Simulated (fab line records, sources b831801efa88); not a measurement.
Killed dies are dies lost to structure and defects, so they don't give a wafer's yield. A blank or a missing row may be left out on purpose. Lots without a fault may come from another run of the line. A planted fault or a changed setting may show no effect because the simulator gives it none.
Which tool did it? | flow sky130 | 13 lots, 39 wafers sampled, at 3 steps of a route of 708

WHAT THE GAUGES READ, wafer by wafer
SKY_LOCAL_INTERCONNECT_RS_MEAS_01: measures by four-point-probe. Usual: LOCAL_INTERCONNECT_TIN_RS 14.08 ohm/sq, standard deviation 0.14.
lot  | measured     | on            | LOCAL_INTERCONNECT_TIN_RS (ohm/sq) | flag
L385 | day 29 21:44 | film_metro-04 | 14.06 14.16 14.01                  |
L386 | day 30 03:12 | film_metro-03 | 13.95 13.88 13.97                  |
L387 | day 31 07:17 | film_metro-01 | 14.14 14.18 14.27                  |
L388 | day 31 16:02 | film_metro-04 | 14.12 14.14 14.00                  |
L389 | day 32 08:10 | film_metro-04 | 14.03 14.16 14.17                  |
L391 | day 32 13:55 | film_metro-03 | 14.15 14.14 14.05                  |
L392 | day 33 09:59 | film_metro-03 | 13.95 13.97 14.03                  |
L398 | day 34 05:30 | film_metro-03 | 18.95 13.90 13.99                  | OFF
L400 | day 34 14:17 | film_metro-01 | 14.08 18.65 13.90                  | OFF
L401 | day 34 23:37 | film_metro-03 | 18.99 14.05 14.17                  | OFF
L403 | day 36 08:08 | film_metro-01 | 14.27 14.26 14.15                  |
L405 | day 36 08:37 | film_metro-04 | 14.38 14.21 14.16                  |
L406 | day 36 18:57 | film_metro-04 | 14.12 14.07 14.08                  |

SKY_LOCAL_INTERCONNECT_THK_MEAS_02: measures by xrf. Usual: LOCAL_INTERCONNECT_TIN_THK 101.6 nm, standard deviation 1.1.
lot  | measured     | on            | LOCAL_INTERCONNECT_TIN_THK (nm) | flag
L385 | day 29 21:50 | film_metro-04 | 102.1 101.3 102.3               |
L386 | day 30 03:19 | film_metro-03 | 102.7 103.3 102.8               |
L387 | day 31 07:23 | film_metro-01 | 101.2 100.8 100.2               |
L388 | day 31 16:08 | film_metro-04 | 101.6 101.4 102.1               |
L389 | day 32 08:17 | film_metro-04 | 102.7 101.7 101.9               |
L391 | day 32 14:02 | film_metro-03 | 101.6 101.5 102.0               |
L392 | day 33 10:06 | film_metro-03 | 103.3 102.2 101.7               |
L398 | day 34 05:36 | film_metro-03 | 76.5 103.0 102.5                | OFF
L400 | day 34 14:23 | film_metro-01 | 100.8 77.6 102.9                | OFF
L401 | day 34 23:44 | film_metro-03 | 76.4 102.0 100.8                | OFF
L403 | day 36 08:14 | film_metro-01 | 99.8 99.7 100.6                 |
L405 | day 36 08:43 | film_metro-04 | 99.7 100.7 100.5                |
L406 | day 36 19:04 | film_metro-04 | 100.9 101.5 101.9               |

WHICH TOOL RAN EACH LOT (tool, then ch and the chambers of the sampled wafers, then the start)
lot  | SKY_LOCAL_INTERCONNECT_SPUTTER_00
L385 | pvd_sputter-01, day 29 21:38
L386 | pvd_sputter-02, day 30 03:08
L387 | pvd_sputter-02, day 31 07:10
L388 | pvd_sputter-02, day 31 15:56
L389 | pvd_sputter-02, day 32 08:06
L391 | pvd_sputter-01, day 32 13:51
L392 | pvd_sputter-01, day 33 09:55
L398 | pvd_sputter-01, day 34 05:24
L400 | pvd_sputter-01, day 34 14:11
L401 | pvd_sputter-01, day 34 23:32
L403 | pvd_sputter-02, day 36 08:03
L405 | pvd_sputter-04, day 36 08:31
L406 | pvd_sputter-04, day 36 18:53
- SKY_LOCAL_INTERCONNECT_SPUTTER_00: material TiN, target thk 100 nm, time 83.3 s.

WHAT THE TOOLS THEMSELVES READ (means of the sampled wafers that have a number; where no wafer has one, the mark that the record gives instead)
SKY_LOCAL_INTERCONNECT_SPUTTER_00. Usual: cathode_dc_power_W 6499.9 W, standard deviation 1.1; throttle_valve_pct 29.8 %, standard deviation 0.75.
lot  | tool           | cathode_dc_power_W (W) | throttle_valve_pct (%) | flag
L385 | pvd_sputter-01 | 6500.7                 | 29.1                   |
L386 | pvd_sputter-02 | 6499.2                 | 29.5                   |
L387 | pvd_sputter-02 | 6500.0                 | 30.7                   |
L388 | pvd_sputter-02 | 6499.9                 | 30.0                   |
L389 | pvd_sputter-02 | 6501.1                 | 30.2                   |
L391 | pvd_sputter-01 | 6499.7                 | 29.3                   |
L392 | pvd_sputter-01 | 6499.0                 | 29.2                   |
L398 | pvd_sputter-01 | 6499.5                 | 29.2                   |
L400 | pvd_sputter-01 | 6499.2                 | 29.3                   |
L401 | pvd_sputter-01 | 6500.7                 | 29.4                   |
L403 | pvd_sputter-02 | 6499.8                 | 30.6                   |
L405 | pvd_sputter-04 | 6498.7                 | 30.0                   |
L406 | pvd_sputter-04 | 6500.1                 | 30.3                   |

THE ANSWER, worked out from the rows above alone
Rule: a lot is off if the mean of its wafers that have a number lies more than 3 standard deviations from the usual mean. A lot without any number at a reading at which 4 lots or more have one is off too. The other lots that the step has rows for count as sound. The gauges are gone through in route order, then the tools' own readings, and for those a lot's mean is taken as printed above. The first step at which some lot is off is used, and at that step the reading that is off furthest; a lot without a number counts as furthest.
Off: L398, L400, L401, at SKY_LOCAL_INTERCONNECT_RS_MEAS_01 (LOCAL_INTERCONNECT_TIN_RS).
A tool fits if, at a process step before that reading, it ran every lot that is off, and no sound lot after the first of them. The gauges at SKY_LOCAL_INTERCONNECT_RS_MEAS_01 are tried like those tools. One fits: pvd_sputter-01 at SKY_LOCAL_INTERCONNECT_SPUTTER_00. Its last sound lot is L392 (day 33 09:55), its first lot that is off L398 (day 34 05:24): a fault that began between those two fits.

WHAT THE SIMULATOR HAD PUT IN
Process parameter drift: pvd_sputter-01, from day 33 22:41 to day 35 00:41, at SKY_LOCAL_INTERCONNECT_SPUTTER_00. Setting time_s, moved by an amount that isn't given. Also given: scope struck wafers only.
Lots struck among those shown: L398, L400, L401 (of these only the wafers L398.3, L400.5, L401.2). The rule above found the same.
